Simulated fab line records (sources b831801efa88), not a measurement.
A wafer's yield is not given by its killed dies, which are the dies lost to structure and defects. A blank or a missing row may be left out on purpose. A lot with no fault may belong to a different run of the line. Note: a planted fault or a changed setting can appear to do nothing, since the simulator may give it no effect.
fab line records | flow sky130
record: lots: 14 | wafers: 42 | last_day: 50
route steps=708 shown METAL3@536
lots that met no fault: from a run of the same line without faults
start_h: start of the lot's first displayed wafer, in hours after the record's first day | wait_h: hours elapsed since this lot's preceding step | " unchanged from the row above | L1.1+2: a single row standing in for several wafers | - no value present, or no start provided | * or withheld: withheld | < > ~ a bound
route shown NAME@n: a module of which the file shows steps, and the number in the route of the first | usual: mean and standard deviation over wafers with no fault | same: alike in all rows | chamber/n: place in a boat | sites: per-site readings | _std_site: their standard deviation | _edge_site: outer sites' mean less inner sites' | radius_mm: for every site, how far away it sits from the centre of the wafer | mask NAME#n: copy n | behind: tool/chamber where the wafer was last shaped | hold: the reason the lot was held/the length of the hold in hours/how it ended | device: names the non-switching transistor (n, p or np) | end of line: tests of these same wafers at the route's end | a step given without rows: its recipe and nothing more | killed: dies lost to structure and defects at the first sort, not the wafer's yield | map: the dies of a wafer, with x for killed, . for not killed, _ for no die there
set.NAME: setting as actually run; set.NAME@STEP: the setting as run at that earlier step | model.NAME: the simulator's own value behind a step, which no gauge read
the route's steps for a sample of lots (tables are steps, rows are wafers)
services: when a tool's chamber went out of use (start_h, in hours from the record's first day, below 0 if earlier), for how many hours, and the reason
== steps ==
step: SKY_METAL3_SPUTTER_04
recipe: material: TiN | target_thk_nm: 70 | power_w: 6500 | time_s: 58.3 | chamber_pressure_pa: 0.4
usual: cathode_dc_power_W: 6500.1/1.3 | chamber_pressure_pa: 0.3999/0.00081 | throttle_valve_pct: 30.5/1.4 | time_s: 58.3/0
lot.wafer | tool           | chamber | start_h | wait_h | cathode_dc_power_W | chamber_pressure_pa | throttle_valve_pct | time_s
L713.2    | pvd_sputter-03 | -       | 845.25  | 0.0    | 6499.5             | 0.3992              | 30.1               | 58.3
L713.5    | "              | -       | "       | "      | 6500.5             | 0.3999              | 30.0               | 58.3
L713.6    | "              | -       | "       | "      | 6500.1             | 0.3993              | 32.0               | 58.3
L715.3    | pvd_sputter-03 | -       | 855.09  | 0.0    | 6501.8             | 0.3990              | 30.0               | 58.3
L715.4    | "              | -       | "       | "      | 6502.9             | 0.3993              | 29.5               | 58.3
L715.5    | "              | -       | "       | "      | 6499.6             | 0.3994              | 31.9               | 58.3
L714.1    | pvd_sputter-01 | -       | 863.19  | 0.0    | -                  | -                   | -                  | -
L714.2    | "              | -       | "       | "      | -                  | -                   | -                  | -
L714.5    | "              | -       | "       | "      | -                  | -                   | -                  | -
L716.1    | pvd_sputter-04 | -       | 868.80  | 0.0    | -                  | -                   | -                  | -
L716.5    | "              | -       | "       | "      | -                  | -                   | -                  | -
L716.6    | "              | -       | "       | "      | -                  | -                   | -                  | -
L717.1    | pvd_sputter-04 | -       | 881.69  | 0.0    | 6498.6             | 0.4006              | 30.5               | 58.3
L717.4    | "              | -       | "       | "      | 6504.1             | 0.4006              | 33.7               | 58.3
L717.6    | "              | -       | "       | "      | 6499.2             | 0.3996              | 30.8               | 58.3
L718.1    | pvd_sputter-04 | -       | 884.25  | 0.0    | 6502.6             | 0.4004              | 33.6               | 58.3
L718.2    | "              | -       | "       | "      | 6503.5             | 0.3992              | 31.1               | 58.3
L718.3    | "              | -       | "       | "      | 6500.7             | 0.4005              | 30.6               | 58.3
L724.2    | pvd_sputter-04 | -       | 986.39  | 0.0    | 6499.9             | 0.3990              | 30.7               | 58.3
L724.3    | "              | -       | "       | "      | 6499.5             | 0.3998              | 31.1               | 58.3
L724.4    | "              | -       | "       | "      | 6499.3             | 0.3999              | 33.5               | 58.3
L725.1    | pvd_sputter-03 | -       | 988.29  | 0.0    | 6499.0             | 0.4000              | 29.0               | 58.3
L725.3    | "              | -       | "       | "      | 6500.9             | 0.4000              | 29.5               | 58.3
L725.4    | "              | -       | "       | "      | 6501.3             | 0.4000              | 31.9               | 58.3
L726.3    | pvd_sputter-01 | -       | 989.99  | 0.0    | 6498.5             | 0.4002              | 31.3               | 58.3
L726.4    | "              | -       | "       | "      | 6499.4             | 0.3997              | 29.1               | 58.3
L726.6    | "              | -       | "       | "      | 6498.9             | 0.4005              | 31.2               | 58.3
L727.2    | pvd_sputter-04 | -       | 992.15  | 0.0    | 6500.3             | 0.3989              | 31.5               | 58.3
L727.3    | "              | -       | "       | "      | 6499.6             | 0.3996              | 30.7               | 58.3
L727.4    | "              | -       | "       | "      | 6499.0             | 0.3982              | 33.7               | 58.3
L732.1    | pvd_sputter-03 | -       | 992.59  | 0.0    | 6500.0             | 0.3997              | 31.8               | 58.3
L732.3    | "              | -       | "       | "      | 6499.9             | 0.4005              | 29.3               | 58.3
L732.6    | "              | -       | "       | "      | 6499.0             | 0.3996              | 29.7               | 58.3
L733.2    | pvd_sputter-03 | -       | 994.11  | 0.0    | 6501.2             | 0.4003              | 29.1               | 58.3
L733.3    | "              | -       | "       | "      | 6499.9             | 0.4004              | 29.9               | 58.3
L733.4    | "              | -       | "       | "      | 6500.7             | 0.3996              | 32.2               | 58.3
L735.3    | pvd_sputter-04 | -       | 997.56  | 0.0    | 6498.1             | 0.4005              | 33.8               | 58.3
L735.5    | "              | -       | "       | "      | 6499.7             | 0.3997              | 34.0               | 58.3
L735.6    | "              | -       | "       | "      | 6499.6             | 0.4002              | 30.7               | 58.3
L736.1    | pvd_sputter-01 | -       | 1004.27 | 0.0    | 6499.9             | 0.3989              | 28.7               | 58.3
L736.4    | "              | -       | "       | "      | 6500.8             | 0.3990              | 29.9               | 58.3
L736.6    | "              | -       | "       | "      | 6501.9             | 0.4002              | 29.2               | 58.3
step: SKY_METAL3_METAL_ETCH_18
recipe: target_depth_a: 8450 | stop_on: SiO2 | over_etch_frac: 0.3 | time_s: 183.1 | chemistry: Cl2/BCl3 | resist_sidewall_deg: 88 | pressure_mtorr: 10 | icp_w: 900 | bias_w: 48.5 | Cl2_flow_sccm: 60 | bcl3_flow_sccm: 30
usual: drypump_motor_current_A: 5.9/0.52 | he_backside_leak_sccm: 3.29/0.27 | oes_product_au: 0.864/0.0051 | throttle_valve_pct: 22.265/0.0089
same: time_s: 183.1
lot.wafer | tool         | chamber | start_h | wait_h | drypump_motor_current_A | he_backside_leak_sccm | oes_product_au | rf_hours_counter_h | throttle_valve_pct
L713.2    | rie_metal-03 | 0       | 897.91  | 0.0    | 6.0                     | 3.23                  | 0.864          | 6                  | 22.268
L713.5    | "            | 0       | "       | "      | 6.0                     | 3.14                  | 0.864          | -                  | 22.267
L713.6    | "            | 1       | "       | "      | 5.1                     | 3.66                  | 0.862          | -                  | 22.270
L715.3    | rie_metal-01 | 1       | 907.41  | 0.1    | 6.3                     | 3.11                  | 0.871          | -                  | 22.287
L715.4    | "            | 0       | "       | "      | 6.5                     | 3.17                  | 0.866          | -                  | 22.254
L715.5    | "            | 0       | "       | "      | 6.4                     | 3.31                  | 0.871          | -                  | 22.254
L714.1    | rie_metal-03 | 0       | 915.88  | 0.0    | 6.0                     | 2.99                  | 0.825          | 7                  | 22.262
L714.2    | "            | 1       | "       | "      | 5.1                     | 3.11                  | 0.827          | 12                 | 22.252
L714.5    | "            | 1       | "       | "      | 5.1                     | 3.12                  | 0.811          | -                  | 22.256
L716.1    | rie_metal-01 | 0       | 920.18  | 0.0    | 6.5                     | 3.32                  | 0.821          | 18                 | 22.271
L716.5    | "            | 1       | "       | "      | 6.3                     | 2.98                  | 0.825          | -                  | 22.275
L716.6    | "            | 0       | "       | "      | 6.5                     | 3.13                  | 0.826          | -                  | 22.266
L717.1    | rie_metal-01 | 1       | 933.08  | 0.0    | 6.3                     | 3.19                  | 0.865          | 13                 | 22.270
L717.4    | "            | 1       | "       | "      | 6.4                     | 3.17                  | 0.872          | -                  | 22.267
L717.6    | "            | 0       | "       | "      | 6.5                     | 3.06                  | 0.867          | -                  | 22.249
L718.1    | rie_metal-04 | 1       | 934.66  | 0.0    | 5.2                     | 3.23                  | 0.863          | 5                  | 22.257
L718.2    | "            | 0       | "       | "      | 6.0                     | 3.55                  | 0.867          | 14                 | 22.261
L718.3    | "            | 0       | "       | "      | 6.0                     | 3.44                  | 0.866          | -                  | 22.269
L724.2    | rie_metal-04 | 1       | 1032.94 | 0.0    | 5.2                     | 3.04                  | 0.867          | 10                 | 22.250
L724.3    | "            | 1       | "       | "      | 5.2                     | 3.09                  | 0.867          | -                  | 22.261
L724.4    | "            | 0       | "       | "      | 6.0                     | 3.68                  | 0.861          | -                  | 22.259
L725.1    | rie_metal-01 | 0       | 1034.73 | 0.0    | 6.5                     | 3.47                  | 0.863          | 23                 | 22.272
L725.3    | "            | 1       | "       | "      | 6.3                     | 3.28                  | 0.858          | -                  | 22.257
L725.4    | "            | 0       | "       | "      | 6.5                     | 3.44                  | 0.865          | -                  | 22.253
L726.3    | rie_metal-01 | 1       | 1036.23 | 0.1    | 6.3                     | 3.23                  | 0.866          | -                  | 22.255
L726.4    | "            | 0       | "       | "      | 6.5                     | 3.33                  | 0.858          | -                  | 22.259
L726.6    | "            | 0       | "       | "      | 6.5                     | 3.32                  | 0.860          | -                  | 22.257
L727.2    | rie_metal-01 | 0       | 1038.56 | 0.0    | 6.5                     | 3.13                  | 0.848          | 24                 | 22.273
L727.3    | "            | 1       | "       | "      | 6.3                     | 3.07                  | 0.861          | -                  | 22.256
L727.4    | "            | 0       | "       | "      | 6.5                     | 3.16                  | 0.861          | -                  | 22.274
L732.1    | rie_metal-03 | 0       | 1038.80 | 0.0    | 6.0                     | 3.17                  | 0.859          | 13                 | 22.267
L732.3    | "            | 1       | "       | "      | 5.1                     | 3.14                  | 0.872          | -                  | 22.267
L732.6    | "            | 1       | "       | "      | 5.1                     | 3.05                  | 0.859          | -                  | 22.262
L733.2    | rie_metal-03 | 1       | 1040.28 | 0.0    | 5.1                     | 3.35                  | 0.869          | 18                 | 22.272
L733.3    | "            | 1       | "       | "      | 5.1                     | 3.18                  | 0.875          | -                  | 22.277
L733.4    | "            | 0       | "       | "      | 6.0                     | 3.17                  | 0.860          | -                  | 22.263
L735.3    | rie_metal-01 | 1       | 1043.10 | 0.1    | 6.3                     | 3.23                  | 0.875          | -                  | 22.273
L735.5    | "            | 1       | "       | "      | 6.3                     | 3.12                  | 0.857          | -                  | 22.256
L735.6    | "            | 1       | "       | "      | 6.3                     | 3.26                  | 0.869          | -                  | 22.262
L736.1    | rie_metal-03 | 1       | 1049.46 | 0.0    | 5.1                     | 3.37                  | 0.861          | 18                 | 22.281
L736.4    | "            | 1       | "       | "      | 5.1                     | 3.36                  | 0.876          | -                  | 22.256
L736.6    | "            | 1       | "       | "      | 5.1                     | 3.11                  | 0.858          | -                  | 22.282
== services ==
tool           | chamber | start_h | hours | kind
rie_metal-03   | 0       | 823.52  | 9.1   | repair
pvd_sputter-03 | -       | 823.99  | 1.6   | repair
pvd_sputter-01 | -       | 827.70  | 2.4   | repair
rie_metal-03   | -       | 832.23  | 2.8   | pm
rie_metal-03   | 0       | 846.88  | 17.2  | repair
pvd_sputter-01 | -       | 897.89  | 8.7   | repair
pvd_sputter-03 | 0       | 905.13  | -     | consumable_replace:kit
pvd_sputter-03 | 0       | 905.13  | 18.0  | scheduled_down
pvd_sputter-03 | 0       | 905.13  | 18.0  | vent_cycle
rie_metal-04   | -       | 912.91  | 2.8   | pm
pvd_sputter-03 | -       | 938.09  | 2.0   | repair
rie_metal-01   | 1       | 948.92  | 1.2   | repair
pvd_sputter-04 | 1       | 960.41  | -     | consumable_replace:kit
pvd_sputter-04 | 1       | 960.41  | 18.0  | scheduled_down
pvd_sputter-04 | 1       | 960.41  | 18.0  | vent_cycle
rie_metal-03   | 1       | 966.74  | 4.3   | repair
rie_metal-01   | -       | 994.27  | 1.4   | pm
rie_metal-01   | 0       | 1040.46 | -     | clean
rie_metal-01   | 0       | 1040.46 | 27.3  | scheduled_down
rie_metal-01   | 0       | 1040.46 | 27.3  | vent_cycle
pvd_sputter-03 | -       | 1045.62 | 1.6   | repair
pvd_sputter-03 | 3       | 1049.14 | -     | consumable_replace:kit
pvd_sputter-03 | 3       | 1049.14 | 18.0  | scheduled_down
pvd_sputter-03 | 3       | 1049.14 | 18.0  | vent_cycle
== key ==
first_sign: step: SKY_METAL3_SPUTTER_04 | reading: tool_record | direction: missing
effect: step: SKY_METAL3_METAL_ETCH_18 | reading: oes_product_au | direction: down | sigmas: 8.2 | usual: 0.864 | struck: 0.822
met_at SKY_METAL3_SPUTTER_04
struck_lots L714,L716
later_rows_left_out L714.1,L714.2,L714.5,L716.1,L716.5,L716.6
sort_left_out L714.1,L714.2,L714.5,L716.1,L716.5,L716.6
fault: kind: skipped_step_whole | tool: pvd_sputter-01,pvd_sputter-04 | chamber: - | onset_h: 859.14 | steps: SKY_METAL3_SPUTTER_04 | scope: struck_lots_only
sort_left_out: the simulated sort isn't trusted on such a fault, so these wafers' sort isn't shown, and their yield isn't known
later_rows_left_out: the simulator's readings of these wafers behind a module that went badly wrong aren't trusted and aren't shown, but for the sort
